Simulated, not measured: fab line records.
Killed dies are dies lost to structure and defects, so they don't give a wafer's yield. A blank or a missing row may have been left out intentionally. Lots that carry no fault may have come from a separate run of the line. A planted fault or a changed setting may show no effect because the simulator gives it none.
fab line records    flow sky130    part 2 of 2: steps 25 to 34 of 34
record lots=5  wafers=15  last-day=51
route steps=708 shown VT_ADJUST_NCORE@130 VT_ADJUST_HVTR@131 VT_ADJUST_PCH@143 SONOS_TUNNEL@154
lots that met no fault: taken from a fault-free run of the same line
start-h: hours from the record's first day to the start of the lot's first wafer shown    wait-h: hours from the lot's prior step to this one    " same as the row above    L1.1+2: a single row standing in for several wafers    - no value present, or no start provided    * or withheld: withheld    < > ~ a bound
route shown NAME@n: a module of which the file shows steps, and the number in the route of the first    usual: mean/standard deviation taken from wafers without a fault    same: alike in all rows    chamber/n: place in a boat    sites: the reading at each site    _std_site: the standard deviation of these    _edge_site: inner sites' mean taken away from outer sites' mean    radius-mm: for every site, how far away it sits from the centre of the wafer    mask NAME#n: copy n    behind: tool/chamber where the wafer was last shaped    hold: reason for holding the lot/hours on hold/outcome of the hold    device: which transistor (n, p or np) failed to switch    end of line: at the end of the route, the tests of the same wafers    a step with no rows: only its recipe    killed: count of dies lost to structure and defects at first sort (not the wafer's yield)    map: the dies of a wafer, with x for killed, . for not killed, _ for no die there
set.NAME: the setting the step ran with; set.NAME@STEP: the setting that earlier step ran with    model.NAME: the simulator's own value behind a step, which no gauge read
lots at selected steps of the route; one table per step, one row per wafer
services: from which hour (start-h, from the record's first day; less than 0 if before it) a tool's chamber was out of use, for how many hours, and why
## steps
# step SKY_SONOS_TUNNEL_DEHYDRATE_00
# recipe temp-c=200  time-s=60
# usual resist-line-temp-C=22.98/0.11
lot.wafer  tool            chamber  start-h  wait-h  resist-line-temp-C
L077.1     litho-track-02  0        270.38   11.3    22.87
L077.2     "               0        "        "       23.11
L077.6     "               0        "        "       22.93
L078.1     litho-track-02  0        279.98   11.5    23.19
L078.4     "               0        "        "       23.16
L078.5     "               0        "        "       23.07
L080.3     litho-track-01  0        294.75   12.1    22.88
L080.4     "               0        "        "       23.03
L080.6     "               0        "        "       23.08
L095.2     litho-track-01  0        418.67   14.6    23.02
L095.4     "               0        "        "       22.92
L095.5     "               0        "        "       22.83
L097.1     litho-track-02  0        427.03   14.7    23.01
L097.2     "               0        "        "       22.83
L097.3     "               0        "        "       23.11
# step SKY_SONOS_TUNNEL_HMDS_01
# recipe prime-time-s=60  prime-temp-c=120
# usual prime-temp-c=119.98/0.15  resist-line-temp-C=22.99/0.1
lot.wafer  tool            chamber  start-h  wait-h  prime-temp-c  resist-line-temp-C
L077.1     litho-track-02  0        270.53   0.1     120.05        23.01
L077.2     "               0        "        "       120.37        22.97
L077.6     "               0        "        "       120.35        22.79
L078.1     litho-track-02  0        280.13   0.1     119.81        23.08
L078.4     "               0        "        "       119.73        22.92
L078.5     "               0        "        "       119.57        22.98
L080.3     litho-track-01  0        294.90   0.1     119.72        22.93
L080.4     "               0        "        "       120.04        23.07
L080.6     "               0        "        "       119.97        23.00
L095.2     litho-track-01  0        418.82   0.1     120.17        22.88
L095.4     "               0        "        "       120.02        23.00
L095.5     "               0        "        "       120.13        22.86
L097.1     litho-track-02  0        427.18   0.1     119.92        22.79
L097.2     "               0        "        "       119.94        22.82
L097.3     "               0        "        "       119.76        23.01
# step SKY_SONOS_TUNNEL_COAT_02
# recipe resist=NOVOLAK  spin-rpm=3000  resist-thk-nm=1140
# usual resist-line-temp-C=23.02/0.095
lot.wafer  tool            chamber  start-h  wait-h  resist-line-temp-C
L077.1     litho-track-02  0        270.68   0.1     22.88
L077.2     "               0        "        "       23.13
L077.6     "               0        "        "       23.12
L078.1     litho-track-02  0        280.28   0.1     23.04
L078.4     "               0        "        "       22.91
L078.5     "               0        "        "       23.04
L080.3     litho-track-01  0        295.05   0.1     22.88
L080.4     "               0        "        "       22.83
L080.6     "               0        "        "       22.92
L095.2     litho-track-01  0        418.97   0.1     23.18
L095.4     "               0        "        "       23.11
L095.5     "               0        "        "       23.16
L097.1     litho-track-02  0        427.33   0.1     22.99
L097.2     "               0        "        "       22.98
L097.3     "               0        "        "       22.97
# step SKY_SONOS_TUNNEL_SOFTBAKE_03
# recipe temp-c=90  time-s=60  resist=NOVOLAK
# usual resist-line-temp-C=23.04/0.11
lot.wafer  tool            chamber  start-h  wait-h  resist-line-temp-C
L077.1     litho-track-02  0        270.83   0.1     23.30
L077.2     "               0        "        "       23.08
L077.6     "               0        "        "       23.09
L078.1     litho-track-02  0        280.43   0.1     22.94
L078.4     "               0        "        "       22.79
L078.5     "               0        "        "       22.97
L080.3     litho-track-01  0        295.20   0.1     23.00
L080.4     "               0        "        "       22.86
L080.6     "               0        "        "       22.97
L095.2     litho-track-01  0        419.12   0.1     23.01
L095.4     "               0        "        "       22.99
L095.5     "               0        "        "       23.04
L097.1     litho-track-02  0        427.48   0.1     23.21
L097.2     "               0        "        "       23.05
L097.3     "               0        "        "       23.15
# step SKY_SONOS_TUNNEL_EXPOSE_04
# recipe mask-id=TUNM  na=0.6  source-shape=conventional  sigma-outer=0.6  polarization=unpolarized  target-cd-nm=410  dose-mj=136
# usual reticle-temp-C=23.00/0.11
lot.wafer  tool              chamber  start-h  wait-h  mask    reticle-temp-C
L077.1     iline-stepper-02  0        -        -       TUNM#0  22.99
L077.2     "                 0        "        "       TUNM#0  22.92
L077.6     "                 0        "        "       TUNM#0  23.02
L078.1     iline-stepper-01  0        -        -       TUNM#0  22.96
L078.4     "                 0        "        "       TUNM#0  23.01
L078.5     "                 0        "        "       TUNM#0  23.00
L080.3     iline-stepper-01  0        -        -       TUNM#0  22.80
L080.4     "                 0        "        "       TUNM#0  22.90
L080.6     "                 0        "        "       TUNM#0  22.96
L095.2     iline-stepper-02  0        -        -       TUNM#0  23.13
L095.4     "                 0        "        "       TUNM#0  22.98
L095.5     "                 0        "        "       TUNM#0  22.96
L097.1     iline-stepper-02  0        -        -       TUNM#0  22.86
L097.2     "                 0        "        "       TUNM#0  22.91
L097.3     "                 0        "        "       TUNM#0  22.95
# step SKY_SONOS_TUNNEL_PEB_05
# recipe temp-c=withheld  time-s=*  resist=NOVOLAK
# usual resist-line-temp-C=*
lot.wafer  tool            chamber  start-h  wait-h  resist-line-temp-C
L077.1     litho-track-01  0        -        -       *
L077.2     "               0        "        "       *
L077.6     "               0        "        "       *
L078.1     litho-track-01  0        -        -       *
L078.4     "               0        "        "       *
L078.5     "               0        "        "       *
L080.3     litho-track-02  0        -        -       *
L080.4     "               0        "        "       *
L080.6     "               0        "        "       *
L095.2     litho-track-02  0        -        -       *
L095.4     "               0        "        "       *
L095.5     "               0        "        "       *
L097.1     litho-track-01  0        -        -       *
L097.2     "               0        "        "       *
L097.3     "               0        "        "       *
# step SKY_SONOS_TUNNEL_DEVELOP_06
# recipe resist=NOVOLAK  developer=TMAH  develop-time-s=60  dev-temp-c=23
# usual resist-line-temp-C=23.01/0.092
lot.wafer  tool            chamber  start-h  wait-h  resist-line-temp-C
L077.1     litho-track-01  0        283.45   0.1     23.06
L077.2     "               0        "        "       23.22
L077.6     "               0        "        "       23.09
L078.1     litho-track-01  0        293.25   0.1     23.08
L078.4     "               0        "        "       22.89
L078.5     "               0        "        "       23.09
L080.3     litho-track-02  0        307.98   0.1     23.00
L080.4     "               0        "        "       22.99
L080.6     "               0        "        "       23.09
L095.2     litho-track-02  0        434.35   0.1     22.97
L095.4     "               0        "        "       22.93
L095.5     "               0        "        "       22.81
L097.1     litho-track-01  0        443.25   0.1     22.87
L097.2     "               0        "        "       23.09
L097.3     "               0        "        "       22.87
# step SKY_SONOS_TUNNEL_CD_MEAS_07
# recipe target-cd-nm=410
# usual cd-nm=409.8/2.3
lot.wafer  tool       chamber  start-h  wait-h  cd-nm
L077.1     cd-sem-02  -        283.60   0.1     411.9
L077.2     "          -        "        "       409.7
L077.6     "          -        "        "       412.7
L078.1     cd-sem-01  -        293.42   0.1     413.2
L078.4     "          -        "        "       409.9
L078.5     "          -        "        "       410.7
L080.3     cd-sem-01  -        308.12   0.1     407.3
L080.4     "          -        "        "       407.4
L080.6     "          -        "        "       407.6
L095.2     cd-sem-01  -        434.50   0.1     409.7
L095.4     "          -        "        "       408.0
L095.5     "          -        "        "       411.4
L097.1     cd-sem-02  -        443.40   0.1     405.7
L097.2     "          -        "        "       407.4
L097.3     "          -        "        "       405.6
# step SKY_SONOS_TUNNEL_OVL_MEAS_08
# usual SONOS_TUNNEL_OVL=0.5/1.2
lot.wafer  tool        chamber  start-h  wait-h  SONOS_TUNNEL_OVL[nm]
L077.1     overlay-02  -        283.72   0.1     0.3
L077.2     "           -        "        "       1.7
L077.6     "           -        "        "       0.2
L078.1     overlay-01  -        293.54   0.1     0.2
L078.4     "           -        "        "       0.4
L078.5     "           -        "        "       1.0
L080.3     overlay-01  -        308.21   0.1     0.6
L080.4     "           -        "        "       -1.1
L080.6     "           -        "        "       0.9
L095.2     overlay-02  -        434.61   0.1     -1.1
L095.4     "           -        "        "       1.4
L095.5     "           -        "        "       0.3
L097.1     overlay-01  -        443.52   0.1     0.6
L097.2     "           -        "        "       4.6
L097.3     "           -        "        "       1.4
# step SKY_SONOS_TUNNEL_IMPLANT_09
# recipe species=B  energy-kev=20  dose-cm2=1e+12  tilt-deg=withheld
# usual beam-on-s=10.01/0.2
lot.wafer  tool          chamber  start-h  wait-h  beam-on-s
L077.1     implanter-04  0        283.75   0.0     10.10
L077.2     "             0        "        "       9.82
L077.6     "             0        "        "       10.21
L078.1     implanter-04  0        293.69   0.1     9.73
L078.4     "             0        "        "       9.92
L078.5     "             0        "        "       9.98
L080.3     implanter-03  0        308.29   0.1     9.93
L080.4     "             0        "        "       9.90
L080.6     "             0        "        "       9.57
L095.2     implanter-02  0        434.66   0.0     9.46
L095.4     "             0        "        "       10.16
L095.5     "             0        "        "       9.86
L097.1     implanter-03  0        443.55   0.0     9.80
L097.2     "             0        "        "       10.42
L097.3     "             0        "        "       10.00
## services
tool              chamber  start-h  hours  kind
implanter-03      -        208.10   2.1    repair
implanter-04      -        211.98   3.3    repair
iline-stepper-01  -        214.02   1.7    pm
implanter-01      -        227.52   10.2   repair
implanter-02      -        229.05   3.8    pm
implanter-03      -        243.46   0.7    repair
plasma-asher-01   -        247.29   0.4    repair
plasma-asher-03   -        250.99   3.5    repair
implanter-03      -        255.02   3.5    repair
plasma-asher-02   -        258.90   4.5    repair
implanter-03      -        267.63   3.1    repair
implanter-01      -        290.38   4.5    repair
implanter-04      -        306.52   3.2    repair
implanter-01      -        306.59   4.3    pm
implanter-01      -        369.62   4.0    pm
implanter-03      -        382.02   4.3    repair
implanter-03      -        386.29   3.3    pm
implanter-04      -        388.25   3.6    pm
iline-stepper-02  -        396.22   1.7    pm
implanter-03      -        399.62   3.4    repair
implanter-04      -        406.05   2.9    repair
iline-stepper-01  -        412.79   20.8   repair
iline-stepper-01  -        433.57   1.7    pm
implanter-03      -        435.14   2.1    repair
